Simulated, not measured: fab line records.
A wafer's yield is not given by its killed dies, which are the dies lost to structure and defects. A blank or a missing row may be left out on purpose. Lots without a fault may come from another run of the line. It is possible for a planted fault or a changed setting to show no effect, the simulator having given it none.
A struck lot beside a sound one	flow gf180mcu	14 steps out of a route of 602
Sound: the wafers L215.1, L215.2, L215.6. Struck: wafers L228.2, L228.3, L228.4. At the end, the cause is stated.
At each step with rows: each side's tool, then ch and its chambers, then its first start. Under that, the readings that differ: sound wafers	struck wafers	difference of the means	sigmas: that difference in standard deviations of wafers without a fault.
alike: readings whose means differ by less than 2 such deviations, and words and numbers that are the same on both sides. not compared: withheld readings, readings that some wafer has no value for, bounds like >300 that may hide the same value, and numbers for which the record gives no deviation and whose values overlap.
Wherever a step has rows on one side only, a row that says differs or no value, or a row with sigmas, the two part there. Numbers that have no deviation but don't overlap get no sigmas and don't part them. Lack of a reading on every wafer of one side parts them only where that side has two or more wafers.

GF_V1_THK_MEAS_01:
  sound on film metro-01, day 17 12:02; struck on film metro-01, day 21 16:50
  alike: V1_CVD_00_THK
GF_V1_CVD_02: deposits SiO2 from TEOS, target thk 850 nm, time 94.851 s.
  sound on pecvd-03 ch 0,1, day 17 12:06; struck on pecvd-01 ch 0,1, day 21 16:53
  alike: heater power w
GF_V1_THK_MEAS_03:
  sound on film metro-04, day 17 12:10; struck on film metro-03, day 21 16:58
  alike: V1_CVD_02_THK
GF_V1_CMP_04: polishes SiO2.
  sound on cmp-01 ch 0,2,3, day 17 12:20; struck on cmp-01 ch 1,2,3, day 21 17:04
  alike: motor current A, retaining ring pressure frac, time to endpoint s
GF_V1_BOW_MEAS_05:
  sound on film metro-03, day 17 12:32; struck on film metro-01, day 21 17:20
  alike: V1_BOW
then, 7 steps without rows for these wafers: GF_V1_DEHYDRATE_06 (time 60 s); GF_V1_HMDS_07 (prime time 60 s); GF_V1_COAT_08; GF_V1_COAT_09 (resist thk 1000 nm); GF_V1_SOFTBAKE_10 (time 60 s); GF_V1_EXPOSE_11 (exposes mask Via1, target cd 260 nm); GF_V1_PEB_12 (peb time 90 s).
GF_V1_DEVELOP_13: develop time 60 s.
  struck on litho track-03, day 22 16:28; sound on litho track-02 ch 0, day 18 11:39
  no value came back on the struck wafers for chill plate temp C (C), develop time s (s); on the sound wafers chill plate temp C (C) reads 23.11 22.96 23.12
reading	sound	struck	difference	sigmas
model.KrF_of_V1_COAT_09.thk nm (nm)	982.8 984.4 982.4	1001 1000 1001	+17	
GF_V1_CD_MEAS_14 targets a cd of 260 nm.
  sound on cd sem-01, day 18 11:48; struck on cd sem-02, day 22 16:36
reading	sound	struck	difference	sigmas
cd nm (nm)	258.2 257.8 259.2	- - -	no value on the struck wafers	

WHERE THEY PART
Last at GF_V1_CD_MEAS_14 as far as this record goes, first at GF_V1_DEVELOP_13.

WHY: what the simulator had put in
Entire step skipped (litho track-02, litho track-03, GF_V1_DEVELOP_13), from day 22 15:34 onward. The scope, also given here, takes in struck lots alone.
